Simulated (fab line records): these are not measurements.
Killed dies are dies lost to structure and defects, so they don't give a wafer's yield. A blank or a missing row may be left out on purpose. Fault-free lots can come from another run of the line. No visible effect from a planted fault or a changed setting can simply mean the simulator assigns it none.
fab line records	flow gf180mcu
[record] lots = 13	wafers = 39	lastDay = 34
route steps=602 shown STI@1 NWELL@50 CONTACT@291
lots with no fault: from the same line, run without faults
startH: the number of hours between the record's first day and the start of the first shown wafer of the lot	waitH: hours since the lot's step before	" as in the row above	L1.1+2: a single row standing in for several wafers	- no value, or no start given	* or withheld: withheld	< > ~ a bound
route shown NAME@n: names a module that has steps shown in the file, with the first one's number in the route	usual: average and standard deviation across the fault-free wafers	same: alike in all rows	chamber/n: place in a boat	sites: the reading at each site	_std_site: the standard deviation of these	_edge_site: the outer-site mean with the inner-site mean subtracted	radiusMm: for every site, how far away it sits from the centre of the wafer	mask NAME#n: copy n	behind: tool/chamber where the wafer was last shaped	hold: why the lot went on hold/how many hours it stayed there/how the hold came to an end	device: whichever transistor did not switch (one of n, p or np)	end of line: the same wafers' tests at the end of the route	where a step has no rows: the recipe by itself	killed: dies lost to structure and defects at the first sort, not the wafer's yield	map: a wafer's dies, marking killed ones x, the rest . and places with no die _
set.NAME: the setting the step ran with; set.NAME@STEP: the setting that earlier step ran with	model.NAME: the simulator's own value behind a step, which no gauge read
the route's steps for a sample of lots (tables are steps, rows are wafers)
services: when a tool's chamber went out of use (startH, in hours from the record's first day, below 0 if earlier), for how many hours, and the reason
[[steps]]
[step GF_STI_BOW_MEAS_00]
[recipe] mode = bow
[usual] INCOMING_BOW = 1/6.2
lot.wafer	tool	chamber	startH	waitH	INCOMING_BOW[um]
L468.1	filmMetro-02	-	10.00	-	5
L468.3	"	-	"	"	-13
L468.6	"	-	"	"	1
L469.3	filmMetro-01	-	15.04	-	4
L469.4	"	-	"	"	5
L469.6	"	-	"	"	0
L471.1	filmMetro-03	-	25.00	-	-4
L471.5	"	-	"	"	-4
L471.6	"	-	"	"	0
L472.1	filmMetro-02	-	30.00	-	1
L472.2	"	-	"	"	2
L472.4	"	-	"	"	8
L473.1	filmMetro-03	-	35.00	-	3
L473.5	"	-	"	"	-3
L473.6	"	-	"	"	13
L474.3	filmMetro-01	-	40.04	-	-5
L474.4	"	-	"	"	-4
L474.5	"	-	"	"	1
L476.1	filmMetro-02	-	50.00	-	-1
L476.5	"	-	"	"	2
L476.6	"	-	"	"	-8
L477.3	filmMetro-03	-	55.04	-	4
L477.4	"	-	"	"	5
L477.6	"	-	"	"	-4
L478.1	filmMetro-02	-	60.00	-	-3
L478.5	"	-	"	"	4
L478.6	"	-	"	"	10
L479.2	filmMetro-02	-	65.02	-	-4
L479.4	"	-	"	"	-4
L479.5	"	-	"	"	1
L488.2	filmMetro-02	-	110.02	-	0
L488.4	"	-	"	"	-3
L488.5	"	-	"	"	8
L489.1	filmMetro-03	-	115.00	-	3
L489.2	"	-	"	"	9
L489.3	"	-	"	"	-5
L490.3	filmMetro-01	-	120.04	-	-6
L490.4	"	-	"	"	-2
L490.5	"	-	"	"	-5
[step GF_NWELL_IMPLANT_08]
[recipe] species = P	energyKev = 450	doseCm2 = 1.5e+13	tiltDeg = 0
[usual] beamEnergyKeV = 449.97/0.14	beamOnS = 10.01/0.23
lot.wafer	tool	chamber	startH	waitH	beamEnergyKeV	beamOnS
L468.1	implanter-03	0	54.96	0.0	450.15	10.22
L468.3	"	0	"	"	449.96	9.93
L468.6	"	0	"	"	449.85	10.06
L469.3	implanter-04	0	61.38	0.1	449.96	10.41
L469.4	"	0	"	"	450.02	10.26
L469.6	"	0	"	"	449.93	10.09
L471.1	implanter-03	0	71.42	0.0	450.13	9.78
L471.5	"	0	"	"	450.04	9.88
L471.6	"	0	"	"	450.11	9.78
L472.1	implanter-04	0	77.76	0.0	450.02	10.06
L472.2	"	0	"	"	450.20	9.63
L472.4	"	0	"	"	450.05	10.00
L473.1	implanter-02	0	83.77	0.0	449.92	10.33
L473.5	"	0	"	"	449.64	10.18
L473.6	"	0	"	"	449.98	9.95
L474.3	implanter-03	0	87.51	0.1	449.72	10.24
L474.4	"	0	"	"	449.84	10.38
L474.5	"	0	"	"	449.93	10.40
L476.1	implanter-02	0	100.46	0.0	449.83	9.99
L476.5	"	0	"	"	449.68	10.17
L476.6	"	0	"	"	449.99	9.54
L477.3	implanter-03	0	105.59	0.1	399.13	9.72
L477.4	"	0	"	"	398.79	10.02
L477.6	"	0	"	"	398.88	10.08
L478.1	implanter-03	0	110.96	0.0	399.04	10.23
L478.5	"	0	"	"	399.09	10.07
L478.6	"	0	"	"	399.09	9.53
L479.2	implanter-03	0	114.84	0.0	399.09	9.77
L479.4	"	0	"	"	398.98	10.21
L479.5	"	0	"	"	399.05	10.16
L488.2	implanter-04	0	165.47	0.0	450.13	10.20
L488.4	"	0	"	"	450.06	9.78
L488.5	"	0	"	"	449.92	9.85
L489.1	implanter-02	0	171.74	0.0	449.88	10.23
L489.2	"	0	"	"	449.88	9.99
L489.3	"	0	"	"	449.83	10.03
L490.3	implanter-04	0	175.39	0.1	450.03	10.07
L490.4	"	0	"	"	449.87	10.03
L490.5	"	0	"	"	449.81	10.10
[step GF_VT_IMPLANT_RS_MEAS_47]
[recipe] thkMeasGauge = four-point-probe
[usual] NWELL_RS = 488.2/1.4
lot.wafer	tool	chamber	startH	waitH	NWELL_RS[ohm/sq]
L468.1	filmMetro-03	-	158.89	0.1	488.4
L468.3	"	-	"	"	487.8
L468.6	"	-	"	"	487.0
L469.3	filmMetro-01	-	165.83	0.1	486.1
L469.4	"	-	"	"	485.4
L469.6	"	-	"	"	485.6
L471.1	filmMetro-01	-	177.32	0.1	488.1
L471.5	"	-	"	"	488.0
L471.6	"	-	"	"	487.9
L472.1	filmMetro-03	-	186.09	0.1	487.7
L472.2	"	-	"	"	487.1
L472.4	"	-	"	"	486.6
L473.1	filmMetro-03	-	191.97	0.1	485.8
L473.5	"	-	"	"	487.6
L473.6	"	-	"	"	488.2
L474.3	filmMetro-01	-	199.73	0.1	487.5
L474.4	"	-	"	"	488.0
L474.5	"	-	"	"	487.8
L476.1	filmMetro-01	-	214.07	0.1	488.1
L476.5	"	-	"	"	486.9
L476.6	"	-	"	"	486.8
L477.3	filmMetro-01	-	219.37	0.1	499.2
L477.4	"	-	"	"	500.7
L477.6	"	-	"	"	499.0
L478.1	filmMetro-03	-	224.70	0.1	499.6
L478.5	"	-	"	"	500.1
L478.6	"	-	"	"	499.2
L479.2	filmMetro-04	-	231.42	0.1	500.3
L479.4	"	-	"	"	501.1
L479.5	"	-	"	"	502.6
L488.2	filmMetro-01	-	294.14	0.1	488.3
L488.4	"	-	"	"	488.0
L488.5	"	-	"	"	487.2
L489.1	filmMetro-01	-	301.24	0.1	488.6
L489.2	"	-	"	"	489.0
L489.3	"	-	"	"	489.5
L490.3	filmMetro-04	-	307.25	0.1	488.7
L490.4	"	-	"	"	489.7
L490.5	"	-	"	"	489.2
[step GF_CONTACT_CMP_04]
[recipe] material = SiO2	downForcePsi = 4	platenRpm = 60	padVelocityMS = 0.94248
[usual] edgeZonePressureFrac = 1.000/0.0051	motorCurrentA = 12.4/1.7	retainingRingPressureFrac = 1.000/0.0052	slurryFlowMlMin = 150.0/0.5	timeToEndpointS = 108/6.6
lot.wafer	tool	chamber	startH	waitH	edgeZonePressureFrac	motorCurrentA	retainingRingPressureFrac	slurryFlowMlMin	timeToEndpointS
L468.3	cmp-01	1	342.05	0.0	0.997	12.1	0.995	148.9	101
L468.1	"	3	"	"	1.000	10.1	1.000	148.8	110
L468.6	"	1	"	"	0.998	12.4	1.001	149.6	107
L469.4	cmp-01	2	349.75	0.1	0.994	11.2	1.009	150.0	109
L469.3	"	0	"	"	0.996	11.5	0.999	150.1	104
L469.6	"	1	"	"	1.006	12.9	0.999	150.3	113
L471.1	cmp-02	2	364.19	0.1	1.005	11.7	1.008	150.1	107
L471.5	"	0	"	"	1.012	11.7	0.998	150.6	115
L471.6	"	1	"	"	1.007	11.7	0.995	149.6	124
L472.4	cmp-01	2	380.87	0.0	1.011	11.5	0.995	149.7	112
L472.1	"	3	"	"	1.006	10.0	1.005	150.0	100
L472.2	"	1	"	"	0.998	12.9	0.992	149.4	101
L473.1	cmp-02	2	381.09	0.1	1.002	12.1	1.005	151.0	104
L473.6	"	0	"	"	0.998	12.4	0.997	149.9	115
L473.5	"	1	"	"	1.008	11.1	1.001	149.7	122
L474.4	cmp-02	1	392.57	0.0	0.996	12.0	1.003	150.9	125
L474.3	"	3	"	"	1.004	16.6	0.998	149.8	110
L474.5	"	1	"	"	1.002	11.6	1.005	150.0	127
L476.1	cmp-02	1	408.45	0.1	1.004	11.3	1.001	149.3	110
L476.5	"	0	"	"	0.996	12.5	0.990	149.8	119
L476.6	"	1	"	"	0.996	11.2	1.008	150.2	123
L477.4	cmp-02	3	417.65	0.0	1.001	16.4	0.997	150.4	112
L477.3	"	1	"	"	0.997	11.7	0.998	150.4	114
L477.6	"	0	"	"	0.995	12.1	1.008	149.4	112
L478.1	cmp-02	0	423.74	0.1	1.000	12.4	0.999	149.8	109
L478.6	"	3	"	"	1.007	15.9	1.000	149.5	107
L478.5	"	0	"	"	0.999	12.7	1.001	149.2	110
L479.2	cmp-01	0	433.14	0.0	0.997	11.6	0.997	149.1	119
L479.4	"	2	"	"	0.998	11.7	0.992	150.4	128
L479.5	"	1	"	"	1.005	12.0	1.008	150.1	116
L488.2	cmp-01	1	520.02	0.1	1.002	12.1	0.994	150.1	104
L488.4	"	2	"	"	0.998	11.2	1.006	149.7	108
L488.5	"	0	"	"	1.000	11.4	1.005	150.4	112
L489.1	cmp-01	1	530.05	0.1	0.996	12.1	0.993	150.1	110
L489.3	"	3	"	"	0.993	10.6	0.989	150.2	102
L489.2	"	0	"	"	0.997	11.6	1.007	149.6	106
L490.4	cmp-01	0	531.26	0.3	1.001	11.8	1.007	148.9	113
L490.3	"	2	"	"	0.994	10.8	1.008	151.2	104
L490.5	"	3	"	"	1.001	10.1	0.998	149.9	102
[step GF_CONTACT_SPUTTER_22]
[recipe] material = Ti	targetThkNm = 15	chamberPressurePa = 5	powerW = 2500	substrateTempC = 200	timeS = 80.02
[usual] throttleValvePct = 30.2/0.64
lot.wafer	tool	chamber	startH	waitH	throttleValvePct
L468.1	pvdSputter-01	-	364.41	0.0	30.2
L468.3	"	-	"	"	31.2
L468.6	"	-	"	"	30.0
L469.3	pvdSputter-01	-	371.87	0.0	30.2
L469.4	"	-	"	"	31.1
L469.6	"	-	"	"	30.3
L471.1	pvdSputter-03	-	386.99	0.0	29.1
L471.5	"	-	"	"	29.7
L471.6	"	-	"	"	31.5
L472.1	pvdSputter-03	-	403.84	0.0	29.3
L472.2	"	-	"	"	31.4
L472.4	"	-	"	"	29.5
L473.1	pvdSputter-04	-	404.03	0.0	30.3
L473.5	"	-	"	"	29.9
L473.6	"	-	"	"	30.1
L474.3	pvdSputter-04	-	416.27	0.0	30.1
L474.4	"	-	"	"	31.1
L474.5	"	-	"	"	29.7
L476.1	pvdSputter-01	-	433.17	0.0	31.2
L476.5	"	-	"	"	30.3
L476.6	"	-	"	"	30.2
L477.3	pvdSputter-01	-	442.67	0.0	31.1
L477.4	"	-	"	"	30.4
L477.6	"	-	"	"	30.9
L478.1	pvdSputter-04	-	448.93	0.0	29.7
L478.5	"	-	"	"	30.2
L478.6	"	-	"	"	30.8
L479.2	pvdSputter-03	-	458.64	0.0	29.5
L479.4	"	-	"	"	29.7
L479.5	"	-	"	"	29.6
L488.2	pvdSputter-03	-	544.12	0.0	31.2
L488.4	"	-	"	"	29.4
L488.5	"	-	"	"	31.5
L489.1	pvdSputter-03	-	553.21	0.0	31.4
L489.2	"	-	"	"	29.7
L489.3	"	-	"	"	29.6
L490.3	pvdSputter-01	-	554.58	0.0	31.3
L490.4	"	-	"	"	29.7
L490.5	"	-	"	"	30.2
[[services]]
tool	chamber	startH	hours	kind
cmp-02	-	46.00	3.9	repair
pvdSputter-03	-	58.55	1.4	repair
cmp-02	-	64.00	4.0	pm
cmp-02	-	80.52	1.4	repair
implanter-03	-	82.77	3.6	repair
pvdSputter-03	-	89.92	5.5	repair
implanter-03	-	100.72	3.0	repair
cmp-02	-	137.56	0.3	repair
cmp-01	-	232.00	4.0	pm
cmp-02	-	289.00	1.5	repair
cmp-01	-	313.00	5.7	pm
cmp-02	-	322.12	23.9	pm
implanter-03	-	339.39	4.0	pm
cmp-02	-	346.03	5.1	pm
implanter-03	-	397.19	0.7	repair
cmp-01	-	397.83	2.0	repair
cmp-02	-	404.00	4.0	pm
cmp-02	-	411.97	0.8	repair
cmp-01	-	423.29	1.5	repair
cmp-02	-	433.25	4.1	repair
cmp-01	-	466.05	5.8	repair
cmp-01	-	496.26	1.0	repair
cmp-02	-	497.74	1.6	repair
implanter-03	-	508.30	10.3	repair
[[key]]
[firstSign] step = GF_NWELL_IMPLANT_08	reading = beamEnergyKeV	direction = down	sigmas = 99+	usual = 449.97	struck = 399.02
[effect] step = GF_VT_IMPLANT_RS_MEAS_47	reading = NWELL_RS	direction = up	sigmas = 8.5	usual = 488.2	struck = 500.2
metAt GF_NWELL_IMPLANT_08
struckLots L477,L478,L479
testerLeftOut L477,L478,L479
notActingAt GF_STI_BOW_MEAS_00,GF_CONTACT_CMP_04,GF_CONTACT_SPUTTER_22
onsetBetween 87.51 105.59
[fault] kind = processParameterDrift	tool = implanter-03	chamber = -	onsetH = 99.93	steps = GF_NWELL_IMPLANT_08	channel = energyKev	offset = -50.991	shape = step	endH = 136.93	actsIn = theseRecipesOnly	stated = 450
// testerLeftOut: of these lots the tester's yield and bins aren't shown, on N5 and GAA mostly nor the transistor test; their killed dies are dies lost to structure and defects alone, not to doping, threshold or leakage, so they don't give the yield
